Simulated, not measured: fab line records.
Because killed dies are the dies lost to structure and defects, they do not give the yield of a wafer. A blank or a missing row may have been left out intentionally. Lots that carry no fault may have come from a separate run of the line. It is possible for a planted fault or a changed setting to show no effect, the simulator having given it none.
Which tool was responsible? || flow gf180mcu || 12 lots, 36 wafers sampled, at 6 steps of a route of 602

== WHAT THE GAUGES READ, wafer by wafer ==
GF_LVPWELL_TW_MEAS_11. Usual: LVPWELL_TW typically reads 558, with standard deviation 3.9.
{"lot": "L941", "measured": "day 4 07:03", "on": "film-metro-04", "LVPWELL_TW": "562 560 565", "flag": ""}
{"lot": "L942", "measured": "day 4 13:49", "on": "film-metro-02", "LVPWELL_TW": "556 556 560", "flag": ""}
{"lot": "L948", "measured": "day 5 23:05", "on": "film-metro-01", "LVPWELL_TW": "823 820 822", "flag": "OFF"}
{"lot": "L950", "measured": "day 6 11:22", "on": "film-metro-04", "LVPWELL_TW": "828 829 828", "flag": "OFF"}
{"lot": "L951", "measured": "day 6 15:16", "on": "film-metro-01", "LVPWELL_TW": "562 563 560", "flag": ""}
{"lot": "L952", "measured": "day 6 19:40", "on": "film-metro-01", "LVPWELL_TW": "557 559 560", "flag": ""}
{"lot": "L953", "measured": "day 7 03:56", "on": "film-metro-04", "LVPWELL_TW": "560 563 558", "flag": ""}
{"lot": "L955", "measured": "day 7 13:37", "on": "film-metro-02", "LVPWELL_TW": "557 556 557", "flag": ""}
{"lot": "L956", "measured": "day 7 21:06", "on": "film-metro-04", "LVPWELL_TW": "561 562 559", "flag": ""}
{"lot": "L958", "measured": "day 8 06:50", "on": "film-metro-02", "LVPWELL_TW": "550 553 549", "flag": ""}
{"lot": "L959", "measured": "day 8 13:52", "on": "film-metro-02", "LVPWELL_TW": "551 553 550", "flag": ""}
{"lot": "L962", "measured": "day 9 05:50", "on": "film-metro-04", "LVPWELL_TW": "559 557 556", "flag": ""}

GF_VT_IMPLANT_RS_MEAS_48: measures by four-point-probe. Usual: LVPWELL_RS typically reads 1197 ohm/sq, with standard deviation 3.
{"lot": "L941", "measured": "day 8 00:56", "on": "film-metro-02", "LVPWELL_RS (ohm/sq)": "1201 1198 1196", "flag": ""}
{"lot": "L942", "measured": "day 8 07:07", "on": "film-metro-04", "LVPWELL_RS (ohm/sq)": "1192 1191 1191", "flag": ""}
{"lot": "L948", "measured": "day 10 01:44", "on": "film-metro-01", "LVPWELL_RS (ohm/sq)": "586 586 584", "flag": "OFF"}
{"lot": "L950", "measured": "day 10 14:14", "on": "film-metro-01", "LVPWELL_RS (ohm/sq)": "584 586 586", "flag": "OFF"}
{"lot": "L951", "measured": "day 10 20:17", "on": "film-metro-01", "LVPWELL_RS (ohm/sq)": "1193 1194 1198", "flag": ""}
{"lot": "L952", "measured": "day 11 00:29", "on": "film-metro-02", "LVPWELL_RS (ohm/sq)": "1202 1203 1201", "flag": ""}
{"lot": "L953", "measured": "day 11 12:35", "on": "film-metro-02", "LVPWELL_RS (ohm/sq)": "1199 1196 1196", "flag": ""}
{"lot": "L955", "measured": "day 12 00:34", "on": "film-metro-02", "LVPWELL_RS (ohm/sq)": "1198 1197 1197", "flag": ""}
{"lot": "L956", "measured": "day 12 09:31", "on": "film-metro-01", "LVPWELL_RS (ohm/sq)": "1193 1192 1194", "flag": ""}
{"lot": "L958", "measured": "day 12 20:27", "on": "film-metro-01", "LVPWELL_RS (ohm/sq)": "1199 1199 1197", "flag": ""}
{"lot": "L959", "measured": "day 13 05:02", "on": "film-metro-04", "LVPWELL_RS (ohm/sq)": "1201 1202 1201", "flag": ""}
{"lot": "L962", "measured": "day 13 22:28", "on": "film-metro-04", "LVPWELL_RS (ohm/sq)": "1196 1195 1195", "flag": ""}

GF_HV_LDD_TW_MEAS_23. Usual: HV_LDD_2_TW typically reads 1059, with standard deviation 6.2.
{"lot": "L941", "measured": "day 11 07:56", "on": "film-metro-01", "HV_LDD_2_TW": "1057 1062 1059", "flag": ""}
{"lot": "L942", "measured": "day 11 10:08", "on": "film-metro-01", "HV_LDD_2_TW": "1064 1062 1065", "flag": ""}
{"lot": "L948", "measured": "day 13 12:03", "on": "film-metro-04", "HV_LDD_2_TW": "1050 1049 1051", "flag": ""}
{"lot": "L950", "measured": "day 14 07:41", "on": "film-metro-04", "HV_LDD_2_TW": "1056 1063 1058", "flag": ""}
{"lot": "L951", "measured": "day 14 11:20", "on": "film-metro-04", "HV_LDD_2_TW": "1062 1058 1057", "flag": ""}
{"lot": "L952", "measured": "day 14 15:04", "on": "film-metro-01", "HV_LDD_2_TW": "1064 1069 1064", "flag": ""}
{"lot": "L953", "measured": "day 15 06:05", "on": "film-metro-04", "HV_LDD_2_TW": "1054 1053 1059", "flag": ""}
{"lot": "L955", "measured": "day 15 20:20", "on": "film-metro-04", "HV_LDD_2_TW": "1052 1051 1055", "flag": ""}
{"lot": "L956", "measured": "day 16 08:26", "on": "film-metro-04", "HV_LDD_2_TW": "1064 1064 1063", "flag": ""}
{"lot": "L958", "measured": "day 16 18:43", "on": "film-metro-01", "HV_LDD_2_TW": "1068 1073 1072", "flag": ""}
{"lot": "L959", "measured": "day 17 05:19", "on": "film-metro-04", "HV_LDD_2_TW": "1043 1051 1051", "flag": ""}
{"lot": "L962", "measured": "day 17 22:56", "on": "film-metro-04", "HV_LDD_2_TW": "1059 1047 1055", "flag": ""}

== TOOL THAT RAN EACH LOT (tool first, then ch and the chambers of the sampled wafers, then the start) ==
{"lot": "L941", "GF_NWELL_STRIP_10": "plasma-asher-02 ch 1, day 3 17:11", "GF_LVPWELL_IMPLANT_08": "implanter-04 ch 0, day 4 06:40", "GF_VT_IMPLANT_STRIP_42": "plasma-asher-03 ch 0,1, day 8 00:22"}
{"lot": "L942", "GF_NWELL_STRIP_10": "plasma-asher-02 ch 0,1, day 3 23:14", "GF_LVPWELL_IMPLANT_08": "implanter-04 ch 0, day 4 13:26", "GF_VT_IMPLANT_STRIP_42": "plasma-asher-03 ch 0, day 8 06:32"}
{"lot": "L948", "GF_NWELL_STRIP_10": "plasma-asher-04 ch 0,1, day 5 08:43", "GF_LVPWELL_IMPLANT_08": "implanter-03 ch 0, day 5 22:41", "GF_VT_IMPLANT_STRIP_42": "plasma-asher-02 ch 0,1, day 10 01:11"}
{"lot": "L950", "GF_NWELL_STRIP_10": "plasma-asher-03 ch 0,1, day 5 20:16", "GF_LVPWELL_IMPLANT_08": "implanter-03 ch 0, day 6 10:59", "GF_VT_IMPLANT_STRIP_42": "plasma-asher-02 ch 0,1, day 10 13:40"}
{"lot": "L951", "GF_NWELL_STRIP_10": "plasma-asher-03 ch 0,1, day 6 00:41", "GF_LVPWELL_IMPLANT_08": "implanter-02 ch 0, day 6 14:53", "GF_VT_IMPLANT_STRIP_42": "plasma-asher-03 ch 0,1, day 10 19:43"}
{"lot": "L952", "GF_NWELL_STRIP_10": "plasma-asher-02 ch 1, day 6 04:47", "GF_LVPWELL_IMPLANT_08": "implanter-02 ch 0, day 6 19:17", "GF_VT_IMPLANT_STRIP_42": "plasma-asher-03 ch 0, day 10 23:55"}
{"lot": "L953", "GF_NWELL_STRIP_10": "plasma-asher-04 ch 0,1, day 6 12:40", "GF_LVPWELL_IMPLANT_08": "implanter-04 ch 0, day 7 03:32", "GF_VT_IMPLANT_STRIP_42": "plasma-asher-04 ch 0,1, day 11 12:01"}
{"lot": "L955", "GF_NWELL_STRIP_10": "plasma-asher-03 ch 0,1, day 6 21:13", "GF_LVPWELL_IMPLANT_08": "implanter-02 ch 0, day 7 13:13", "GF_VT_IMPLANT_STRIP_42": "plasma-asher-02 ch 0,1, day 12 00:01"}
{"lot": "L956", "GF_NWELL_STRIP_10": "plasma-asher-04 ch 0,1, day 7 04:11", "GF_LVPWELL_IMPLANT_08": "implanter-04 ch 0, day 7 20:43", "GF_VT_IMPLANT_STRIP_42": "plasma-asher-02 ch 0,1, day 12 08:56"}
{"lot": "L958", "GF_NWELL_STRIP_10": "plasma-asher-02 ch 0,1, day 7 14:26", "GF_LVPWELL_IMPLANT_08": "implanter-02 ch 0, day 8 06:26", "GF_VT_IMPLANT_STRIP_42": "plasma-asher-04 ch 0,1, day 12 19:54"}
{"lot": "L959", "GF_NWELL_STRIP_10": "plasma-asher-04 ch 0,1, day 7 21:20", "GF_LVPWELL_IMPLANT_08": "implanter-02 ch 0, day 8 13:28", "GF_VT_IMPLANT_STRIP_42": "plasma-asher-04 ch 0,1, day 13 04:29"}
{"lot": "L962", "GF_NWELL_STRIP_10": "plasma-asher-04 ch 0, day 8 12:49", "GF_LVPWELL_IMPLANT_08": "implanter-03 ch 0, day 9 05:26", "GF_VT_IMPLANT_STRIP_42": "plasma-asher-02 ch 0,1, day 13 21:55"}
- GF_NWELL_STRIP_10: strips in O2/N2.
- GF_LVPWELL_IMPLANT_08
- GF_VT_IMPLANT_STRIP_42: strips in O2/N2.

== WHAT THE TOOLS THEMSELVES READ (means of the sampled wafers that have a number; where no wafer has one, the mark that the record gives instead) ==
GF_NWELL_STRIP_10. Usual: drypump-motor-current-A 6.0 A, standard deviation 0.44; heater-power-w 333 W, standard deviation 43; oes-product-au 0.722 a.u., standard deviation 0.0044; strip-time-to-endpoint-s 36.97 s, standard deviation 0.098.
{"lot": "L941", "tool": "plasma-asher-02", "drypump-motor-current-A (A)": 5.3, "heater-power-w (W)": 359, "oes-product-au (a.u.)": 0.722, "strip-time-to-endpoint-s (s)": 36.90, "flag": ""}
{"lot": "L942", "tool": "plasma-asher-02", "drypump-motor-current-A (A)": 5.8, "heater-power-w (W)": 344, "oes-product-au (a.u.)": 0.724, "strip-time-to-endpoint-s (s)": 37.02, "flag": ""}
{"lot": "L948", "tool": "plasma-asher-04", "drypump-motor-current-A (A)": 5.8, "heater-power-w (W)": 372, "oes-product-au (a.u.)": 0.721, "strip-time-to-endpoint-s (s)": 36.87, "flag": ""}
{"lot": "L950", "tool": "plasma-asher-03", "drypump-motor-current-A (A)": 6.5, "heater-power-w (W)": 297, "oes-product-au (a.u.)": 0.724, "strip-time-to-endpoint-s (s)": 36.98, "flag": ""}
{"lot": "L951", "tool": "plasma-asher-03", "drypump-motor-current-A (A)": 6.5, "heater-power-w (W)": 294, "oes-product-au (a.u.)": 0.728, "strip-time-to-endpoint-s (s)": 37.09, "flag": ""}
{"lot": "L952", "tool": "plasma-asher-02", "drypump-motor-current-A (A)": 5.3, "heater-power-w (W)": 362, "oes-product-au (a.u.)": 0.723, "strip-time-to-endpoint-s (s)": 36.86, "flag": ""}
{"lot": "L953", "tool": "plasma-asher-04", "drypump-motor-current-A (A)": 5.9, "heater-power-w (W)": 334, "oes-product-au (a.u.)": 0.721, "strip-time-to-endpoint-s (s)": 36.94, "flag": ""}
{"lot": "L955", "tool": "plasma-asher-03", "drypump-motor-current-A (A)": 6.5, "heater-power-w (W)": 295, "oes-product-au (a.u.)": 0.718, "strip-time-to-endpoint-s (s)": 36.96, "flag": ""}
{"lot": "L956", "tool": "plasma-asher-04", "drypump-motor-current-A (A)": 5.9, "heater-power-w (W)": 326, "oes-product-au (a.u.)": 0.722, "strip-time-to-endpoint-s (s)": 37.00, "flag": ""}
{"lot": "L958", "tool": "plasma-asher-02", "drypump-motor-current-A (A)": 5.8, "heater-power-w (W)": 337, "oes-product-au (a.u.)": 0.724, "strip-time-to-endpoint-s (s)": 36.94, "flag": ""}
{"lot": "L959", "tool": "plasma-asher-04", "drypump-motor-current-A (A)": 5.9, "heater-power-w (W)": 332, "oes-product-au (a.u.)": 0.729, "strip-time-to-endpoint-s (s)": 36.97, "flag": ""}
{"lot": "L962", "tool": "plasma-asher-04", "drypump-motor-current-A (A)": 5.8, "heater-power-w (W)": 423, "oes-product-au (a.u.)": 0.729, "strip-time-to-endpoint-s (s)": 37.10, "flag": ""}

GF_LVPWELL_IMPLANT_08. Usual: dose-ions-cm2 1.4999e+13, standard deviation 1.6e+10; faraday-current-uA 84.7, standard deviation 1.7.
{"lot": "L941", "tool": "implanter-04", "dose-ions-cm2": 1.4993e+13, "faraday-current-uA": 85.0, "flag": ""}
{"lot": "L942", "tool": "implanter-04", "dose-ions-cm2": 1.4983e+13, "faraday-current-uA": 84.5, "flag": ""}
{"lot": "L948", "tool": "implanter-03", "dose-ions-cm2": 6.0244e+13, "faraday-current-uA": 337.8, "flag": "OFF"}
{"lot": "L950", "tool": "implanter-03", "dose-ions-cm2": 6.0239e+13, "faraday-current-uA": 342.0, "flag": "OFF"}
{"lot": "L951", "tool": "implanter-02", "dose-ions-cm2": 1.5012e+13, "faraday-current-uA": 84.2, "flag": ""}
{"lot": "L952", "tool": "implanter-02", "dose-ions-cm2": 1.4983e+13, "faraday-current-uA": 84.2, "flag": ""}
{"lot": "L953", "tool": "implanter-04", "dose-ions-cm2": 1.5007e+13, "faraday-current-uA": 85.2, "flag": ""}
{"lot": "L955", "tool": "implanter-02", "dose-ions-cm2": 1.4996e+13, "faraday-current-uA": 85.5, "flag": ""}
{"lot": "L956", "tool": "implanter-04", "dose-ions-cm2": 1.5001e+13, "faraday-current-uA": 85.7, "flag": ""}
{"lot": "L958", "tool": "implanter-02", "dose-ions-cm2": 1.5010e+13, "faraday-current-uA": 82.8, "flag": ""}
{"lot": "L959", "tool": "implanter-02", "dose-ions-cm2": 1.5004e+13, "faraday-current-uA": 84.6, "flag": ""}
{"lot": "L962", "tool": "implanter-03", "dose-ions-cm2": 1.5007e+13, "faraday-current-uA": 84.2, "flag": ""}

GF_VT_IMPLANT_STRIP_42. Usual: drypump-motor-current-A 6.1 A, standard deviation 0.41; heater-power-w 329 W, standard deviation 49; oes-product-au 0.716 a.u., standard deviation 0.0045; strip-time-to-endpoint-s 12.62 s, standard deviation 0.035.
{"lot": "L941", "tool": "plasma-asher-03", "drypump-motor-current-A (A)": 6.5, "heater-power-w (W)": 292, "oes-product-au (a.u.)": 0.714, "strip-time-to-endpoint-s (s)": 12.61, "flag": ""}
{"lot": "L942", "tool": "plasma-asher-03", "drypump-motor-current-A (A)": 6.4, "heater-power-w (W)": 292, "oes-product-au (a.u.)": 0.714, "strip-time-to-endpoint-s (s)": 12.65, "flag": ""}
{"lot": "L948", "tool": "plasma-asher-02", "drypump-motor-current-A (A)": 5.8, "heater-power-w (W)": 336, "oes-product-au (a.u.)": 0.717, "strip-time-to-endpoint-s (s)": 12.63, "flag": ""}
{"lot": "L950", "tool": "plasma-asher-02", "drypump-motor-current-A (A)": 5.8, "heater-power-w (W)": 341, "oes-product-au (a.u.)": 0.717, "strip-time-to-endpoint-s (s)": 12.56, "flag": ""}
{"lot": "L951", "tool": "plasma-asher-03", "drypump-motor-current-A (A)": 6.5, "heater-power-w (W)": 300, "oes-product-au (a.u.)": 0.719, "strip-time-to-endpoint-s (s)": 12.63, "flag": ""}
{"lot": "L952", "tool": "plasma-asher-03", "drypump-motor-current-A (A)": 6.4, "heater-power-w (W)": 287, "oes-product-au (a.u.)": 0.720, "strip-time-to-endpoint-s (s)": 12.63, "flag": ""}
{"lot": "L953", "tool": "plasma-asher-04", "drypump-motor-current-A (A)": 5.9, "heater-power-w (W)": 329, "oes-product-au (a.u.)": 0.718, "strip-time-to-endpoint-s (s)": 12.65, "flag": ""}
{"lot": "L955", "tool": "plasma-asher-02", "drypump-motor-current-A (A)": 5.8, "heater-power-w (W)": 340, "oes-product-au (a.u.)": 0.715, "strip-time-to-endpoint-s (s)": 12.67, "flag": ""}
{"lot": "L956", "tool": "plasma-asher-02", "drypump-motor-current-A (A)": 5.8, "heater-power-w (W)": 338, "oes-product-au (a.u.)": 0.714, "strip-time-to-endpoint-s (s)": 12.64, "flag": ""}
{"lot": "L958", "tool": "plasma-asher-04", "drypump-motor-current-A (A)": 5.9, "heater-power-w (W)": 330, "oes-product-au (a.u.)": 0.717, "strip-time-to-endpoint-s (s)": 12.64, "flag": ""}
{"lot": "L959", "tool": "plasma-asher-04", "drypump-motor-current-A (A)": 5.8, "heater-power-w (W)": 374, "oes-product-au (a.u.)": 0.717, "strip-time-to-endpoint-s (s)": 12.62, "flag": ""}
{"lot": "L962", "tool": "plasma-asher-02", "drypump-motor-current-A (A)": 5.8, "heater-power-w (W)": 343, "oes-product-au (a.u.)": 0.715, "strip-time-to-endpoint-s (s)": 12.62, "flag": ""}

== THE ANSWER, worked out from the rows above alone ==
Rule: a lot is off if the mean of its wafers that have a number lies more than 3 standard deviations from the usual mean. A lot without any number at a reading at which 4 lots or more have one is off too. Where the step has rows for the other lots, those lots are counted as sound. First the gauges in route order, then the tools' own readings, where a lot's mean is used as printed above. The first step at which some lot is off is used, and at that step the reading that is off furthest; a lot without a number counts as furthest.
Off: L948, L950, seen at GF_LVPWELL_TW_MEAS_11 (LVPWELL_TW).
If a tool, at a process step before that reading, ran all the lots that are off and no sound lot after the first of them, it fits. Not tried: the gauges at GF_LVPWELL_TW_MEAS_11; whatever is off there is also off at GF_LVPWELL_IMPLANT_08, on other tools, and gauge error can't account for it. None of those tried fits.

== WHAT HAD BEEN PUT IN BY THE SIMULATOR ==
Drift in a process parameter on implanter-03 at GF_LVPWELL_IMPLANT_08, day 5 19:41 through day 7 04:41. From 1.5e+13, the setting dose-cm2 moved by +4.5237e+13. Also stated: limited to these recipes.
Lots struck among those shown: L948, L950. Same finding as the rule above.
